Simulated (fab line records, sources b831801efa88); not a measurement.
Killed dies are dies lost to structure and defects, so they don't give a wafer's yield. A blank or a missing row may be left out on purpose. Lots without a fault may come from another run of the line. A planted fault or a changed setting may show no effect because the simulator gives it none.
Which tool did it? | flow gf180mcu | 11 lots, 33 wafers sampled, at 4 steps of a route of 602

WHAT THE GAUGES READ, wafer by wafer
GF_HV_LDD_TW_MEAS_38.
lot  | measured     | on            | HV_LDD_3_TW
L335 | day 12 15:27 | film_metro-04 | 1431 1436 1433
L336 | day 12 16:40 | film_metro-04 | 1433 1436 1426
L337 | day 12 18:40 | film_metro-02 | 1415 1406 1409
L341 | day 14 13:47 | film_metro-01 | 1442 1445 1441
L342 | day 14 14:01 | film_metro-02 | 1412 1414 1410
L344 | day 15 01:56 | film_metro-04 | 1435 1429 1436
L345 | day 15 16:46 | film_metro-01 | 1436 1447 1445
L350 | day 17 07:40 | film_metro-01 | 1527 1528 1525
L353 | day 18 10:40 | film_metro-04 | 1521 1520 1528
L355 | day 18 16:02 | film_metro-02 | 1405 1412 1410
L356 | day 19 10:55 | film_metro-04 | 1447 1435 1437

WHICH TOOL RAN EACH LOT (tool, then ch and the chambers of the sampled wafers, then the start)
lot  | GF_VT_IMPLANT_STRIP_42               | GF_HV_LDD_STRIP_10                   | GF_HV_LDD_IMPLANT_36
L335 | plasma_asher-04 ch 0,1, day 8 05:49  | plasma_asher-03 ch 0,1, day 10 16:31 | implanter-01 ch 0, day 12 15:12
L336 | plasma_asher-04 ch 0,1, day 8 10:34  | plasma_asher-04 ch 0,1, day 10 23:37 | implanter-03 ch 0, day 12 16:25
L337 | plasma_asher-02 ch 0, day 8 15:05    | plasma_asher-01 ch 0,1, day 11 05:47 | implanter-03 ch 0, day 12 18:18
L341 | plasma_asher-03 ch 0,1, day 9 20:31  | plasma_asher-04 ch 0,1, day 12 19:38 | implanter-03 ch 0, day 14 13:33
L342 | plasma_asher-03 ch 0,1, day 10 06:59 | plasma_asher-03 ch 0,1, day 12 19:52 | implanter-01 ch 0, day 14 13:46
L344 | plasma_asher-04 ch 0,1, day 10 17:19 | plasma_asher-01 ch 0,1, day 13 08:22 | implanter-04 ch 0, day 15 01:43
L345 | plasma_asher-04 ch 0, day 11 04:22   | plasma_asher-03 ch 0, day 13 21:13   | implanter-03 ch 0, day 15 16:32
L350 | plasma_asher-04 ch 1, day 12 12:18   | plasma_asher-04 ch 1, day 15 09:43   | implanter-01 ch 0, day 17 07:25
L353 | plasma_asher-02 ch 0,1, day 13 11:09 | plasma_asher-01 ch 0,1, day 16 10:58 | implanter-01 ch 0, day 18 10:25
L355 | plasma_asher-04 ch 0,1, day 13 14:29 | plasma_asher-01 ch 0,1, day 16 16:49 | implanter-03 ch 0, day 18 15:50
L356 | plasma_asher-04 ch 0,1, day 14 07:44 | plasma_asher-01 ch 0, day 17 10:07   | implanter-03 ch 0, day 19 10:40
- GF_VT_IMPLANT_STRIP_42: strips in O2/N2.
- GF_HV_LDD_STRIP_10: strips in O2/N2.
- GF_HV_LDD_IMPLANT_36

THE ANSWER, worked out from the rows above alone
Rule: what is usual is taken from the lots themselves. Put in order of their means at a reading, lots are off if they are a third of the lots or fewer, leave a main group of 4 or more, and stand apart from it by a gap of 3 or more times the standard deviation of the main group's means; of several such gaps the widest counts. A main group whose means are all the same, to the digits that the tables above print for the reading, isn't used. A lot without any number at a reading at which 4 lots or more have one is off too. The other lots that the step has rows for count as sound.
Off: L350, L353, at GF_HV_LDD_TW_MEAS_38 (HV_LDD_3_TW). The main group: mean 1428, standard deviation 13.
A tool fits if, at a process step before that reading, it ran every lot that is off, and no sound lot after the first of them. The gauges at GF_HV_LDD_TW_MEAS_38 are tried like those tools. One fits: implanter-01 at GF_HV_LDD_IMPLANT_36. Its last sound lot is L342 (day 14 13:46), its first lot that is off L350 (day 17 07:25): a fault that began between those two fits.

WHAT THE SIMULATOR HAD PUT IN
Process parameter drift: implanter-01, from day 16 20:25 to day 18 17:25, at GF_HV_LDD_IMPLANT_36. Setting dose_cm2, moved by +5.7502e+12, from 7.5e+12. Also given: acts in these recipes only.
Lots struck among those shown: L350, L353. The rule above found the same.
